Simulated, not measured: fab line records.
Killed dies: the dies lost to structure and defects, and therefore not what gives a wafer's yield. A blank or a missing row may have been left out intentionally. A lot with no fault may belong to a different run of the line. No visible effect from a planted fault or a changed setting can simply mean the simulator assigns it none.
fab line records	flow sky130
record: lots: 5	wafers: 15	lastDay: 49
route steps=708 shown LOCAL_INTERCONNECT@389
lots untouched by any fault: they come from a run of this same line in which no faults occurred
startH: the number of hours between the record's first day and the start of the first shown wafer of the lot	waitH: hours elapsed since this lot's preceding step	" unchanged from the row above	L1.1+2: one row covering several wafers at once	- value missing, or start not given	* or withheld: withheld	< > ~ a bound
route shown NAME@n: a module of which the file shows steps, and the number in the route of the first	usual: mean and standard deviation over wafers with no fault	same: alike in all rows	chamber/n: place in a boat	sites: readings site by site	_std_site: how widely they spread, as a standard deviation	_edge_site: the outer-site mean with the inner-site mean subtracted	radiusMm: how far each site lies from the wafer's centre	mask NAME#n: copy n	behind: the last tool/chamber to shape the wafer	hold: the reason the lot was held/the length of the hold in hours/how it ended	device: the transistor (n, p or np) that didn't switch	end of line: tests run on the same wafers once the route is complete	a step with no rows: only its recipe	killed: dies that structure and defects cost at the first sort, which is not the same as the wafer's yield	map: dies across one wafer; x = killed, . = not, _ = none there
set.NAME: the setting the step ran with; set.NAME@STEP: the setting that earlier step ran with	model.NAME: the simulator's own value behind a step, which no gauge read
certain route steps with their lots: each step a table, each wafer a row
services: from which hour (startH, from the record's first day; less than 0 if before it) a tool's chamber was out of use, for how many hours, and why
== steps ==
step: SKY_LOCAL_INTERCONNECT_THK_MEAS_02
recipe: thkMeasGauge: xrf	reads: TiN_of_LOCAL_INTERCONNECT_SPUTTER_00
usual: LOCAL_INTERCONNECT_TIN_THK: 99.3/0.94
lot.wafer	tool	chamber	startH	waitH	LOCAL_INTERCONNECT_TIN_THK[nm]
L074.1	filmMetro-03	-	694.48	0.1	100.4
L074.4	"	-	"	"	100.2
L074.5	"	-	"	"	100.4
L077.1	filmMetro-03	-	712.63	0.1	98.2
L077.3	"	-	"	"	99.4
L077.4	"	-	"	"	98.5
L083.1	filmMetro-03	-	750.65	0.1	101.0
L083.2	"	-	"	"	100.5
L083.3	"	-	"	"	101.6
L085.2	filmMetro-04	-	785.21	0.1	100.1
L085.4	"	-	"	"	99.2
L085.5	"	-	"	"	100.4
L092.1	filmMetro-04	-	817.50	0.1	98.9
L092.2	"	-	"	"	99.3
L092.4	"	-	"	"	99.3
step: SKY_LOCAL_INTERCONNECT_DEHYDRATE_03
recipe: tempC: 200	timeS: 60
usual: plateTempC: 200.04/0.16	resistLineTempC: 23.01/0.099
lot.wafer	tool	chamber	startH	waitH	plateTempC	resistLineTempC
L074.1	lithoTrack-04	0	707.68	13.2	200.00	23.04
L074.4	"	0	"	"	200.12	22.92
L074.5	"	0	"	"	200.09	22.90
L077.1	lithoTrack-02	0	725.95	13.3	200.02	23.05
L077.3	"	0	"	"	200.07	22.88
L077.4	"	0	"	"	199.74	22.97
L083.1	lithoTrack-02	0	763.50	12.8	199.62	23.17
L083.2	"	0	"	"	200.00	23.07
L083.3	"	0	"	"	200.00	22.98
L085.2	lithoTrack-02	0	798.52	13.3	200.16	22.99
L085.4	"	0	"	"	199.93	22.82
L085.5	"	0	"	"	200.19	23.02
L092.1	lithoTrack-04	0	830.03	12.5	200.19	23.02
L092.2	"	0	"	"	200.09	23.09
L092.4	"	0	"	"	200.20	22.89
step: SKY_LOCAL_INTERCONNECT_HMDS_04
recipe: primeTimeS: 60	primeTempC: 120
usual: primeTempC: 120.01/0.14	resistLineTempC: 22.98/0.1
same: primeTimeS: 60
lot.wafer	tool	chamber	startH	waitH	primeTempC	resistLineTempC
L074.1	lithoTrack-04	0	707.83	0.1	119.93	22.88
L074.4	"	0	"	"	119.86	23.08
L074.5	"	0	"	"	119.84	22.98
L077.1	lithoTrack-02	0	726.10	0.1	120.01	23.01
L077.3	"	0	"	"	119.93	22.95
L077.4	"	0	"	"	120.11	23.14
L083.1	lithoTrack-02	0	763.65	0.1	119.90	22.86
L083.2	"	0	"	"	119.81	23.04
L083.3	"	0	"	"	120.05	23.10
L085.2	lithoTrack-02	0	798.67	0.1	120.16	22.96
L085.4	"	0	"	"	119.94	22.96
L085.5	"	0	"	"	120.00	22.99
L092.1	lithoTrack-04	0	830.18	0.1	119.89	23.06
L092.2	"	0	"	"	119.70	22.91
L092.4	"	0	"	"	119.83	22.84
step: SKY_LOCAL_INTERCONNECT_COAT_05
recipe: resist: BARC	tempC: withheld	timeS: withheld	spinRpm: 3000	resistThkNm: 60
usual: resistLineTempC: *
lot.wafer	tool	chamber	startH	waitH	resistLineTempC
L074.1	lithoTrack-04	0	707.98	0.1	*
L074.4	"	0	"	"	*
L074.5	"	0	"	"	*
L077.1	lithoTrack-02	0	726.25	0.1	*
L077.3	"	0	"	"	*
L077.4	"	0	"	"	*
L083.1	lithoTrack-02	0	763.80	0.1	*
L083.2	"	0	"	"	*
L083.3	"	0	"	"	*
L085.2	lithoTrack-02	0	798.82	0.1	*
L085.4	"	0	"	"	*
L085.5	"	0	"	"	*
L092.1	lithoTrack-04	0	830.33	0.1	*
L092.2	"	0	"	"	*
L092.4	"	0	"	"	*
step: SKY_LOCAL_INTERCONNECT_COAT_06
recipe: resist: KrF-thick	spinRpm: 3000	resistThkNm: 450
usual: resistLineTempC: 22.98/0.11
lot.wafer	tool	chamber	startH	waitH	resistLineTempC
L074.1	lithoTrack-04	0	-	-	22.90
L074.4	"	0	"	"	23.00
L074.5	"	0	"	"	22.96
L077.1	lithoTrack-02	0	-	-	23.05
L077.3	"	0	"	"	22.96
L077.4	"	0	"	"	23.11
L083.1	lithoTrack-02	0	-	-	22.88
L083.2	"	0	"	"	22.75
L083.3	"	0	"	"	22.90
L085.2	lithoTrack-02	0	-	-	23.09
L085.4	"	0	"	"	23.03
L085.5	"	0	"	"	23.04
L092.1	lithoTrack-04	0	-	-	22.90
L092.2	"	0	"	"	22.95
L092.4	"	0	"	"	23.01
step: SKY_LOCAL_INTERCONNECT_SOFTBAKE_07
recipe: tempC: 100	timeS: 90	resist: KrF-thick
usual: plateTempC: 100.03/0.12	resistLineTempC: 22.99/0.093
lot.wafer	tool	chamber	startH	waitH	plateTempC	resistLineTempC
L074.1	lithoTrack-04	0	-	-	100.07	22.92
L074.4	"	0	"	"	99.82	23.00
L074.5	"	0	"	"	100.04	23.06
L077.1	lithoTrack-02	0	-	-	100.12	23.08
L077.3	"	0	"	"	100.31	23.04
L077.4	"	0	"	"	99.96	22.96
L083.1	lithoTrack-02	0	-	-	100.02	22.83
L083.2	"	0	"	"	100.26	23.02
L083.3	"	0	"	"	100.02	23.18
L085.2	lithoTrack-02	0	-	-	100.05	22.99
L085.4	"	0	"	"	100.03	23.00
L085.5	"	0	"	"	99.92	22.98
L092.1	lithoTrack-04	0	-	-	99.93	23.05
L092.2	"	0	"	"	99.87	22.93
L092.4	"	0	"	"	100.04	22.94
step: SKY_LOCAL_INTERCONNECT_EXPOSE_08
recipe: maskId: LI1M	na: 0.8	sourceShape: annular	sigmaInner: 0.55	sigmaOuter: 0.85	targetCdNm: 170	doseMj: 28
usual: stageVelMmS: 500.04/0.23
same: na: 0.8
lot.wafer	tool	chamber	startH	waitH	mask	stageVelMmS
L074.1	krfScanner-02	0	-	-	LI1M#0	499.96
L074.4	"	0	"	"	LI1M#0	499.97
L074.5	"	0	"	"	LI1M#0	500.55
L077.1	krfScanner-02	0	-	-	LI1M#0	500.15
L077.3	"	0	"	"	LI1M#0	499.87
L077.4	"	0	"	"	LI1M#0	500.20
L083.1	krfScanner-01	0	-	-	LI1M#0	500.28
L083.2	"	0	"	"	LI1M#0	500.18
L083.3	"	0	"	"	LI1M#0	500.21
L085.2	krfScanner-02	0	-	-	LI1M#0	500.14
L085.4	"	0	"	"	LI1M#0	500.08
L085.5	"	0	"	"	LI1M#0	499.79
L092.1	krfScanner-01	0	-	-	LI1M#0	499.83
L092.2	"	0	"	"	LI1M#0	499.57
L092.4	"	0	"	"	LI1M#0	499.89
step: SKY_LOCAL_INTERCONNECT_PEB_09
recipe: pebTempC: withheld	pebTimeS: withheld	resist: KrF-thick
usual: resistLineTempC: *
lot.wafer	tool	chamber	startH	waitH	resistLineTempC
L074.1	lithoTrack-01	0	-	-	*
L074.4	"	0	"	"	*
L074.5	"	0	"	"	*
L077.1	lithoTrack-04	0	-	-	*
L077.3	"	0	"	"	*
L077.4	"	0	"	"	*
L083.1	lithoTrack-01	0	-	-	*
L083.2	"	0	"	"	*
L083.3	"	0	"	"	*
L085.2	lithoTrack-01	0	-	-	*
L085.4	"	0	"	"	*
L085.5	"	0	"	"	*
L092.1	lithoTrack-02	0	-	-	*
L092.2	"	0	"	"	*
L092.4	"	0	"	"	*
== services ==
tool	chamber	startH	hours	kind
krfScanner-01	-	688.27	1.3	pm
krfScanner-02	-	699.72	0.5	repair
krfScanner-01	-	702.17	0.8	repair
krfScanner-02	-	703.05	0.8	pm
krfScanner-01	0	715.46	-	calibration
krfScanner-01	-	771.82	1.0	pm
krfScanner-02	-	774.40	1.0	pm
krfScanner-01	-	775.40	0.8	pm
krfScanner-02	0	790.76	-	calibration
krfScanner-02	-	791.94	1.3	pm
krfScanner-01	-	807.80	0.8	pm
== key ==
fault none
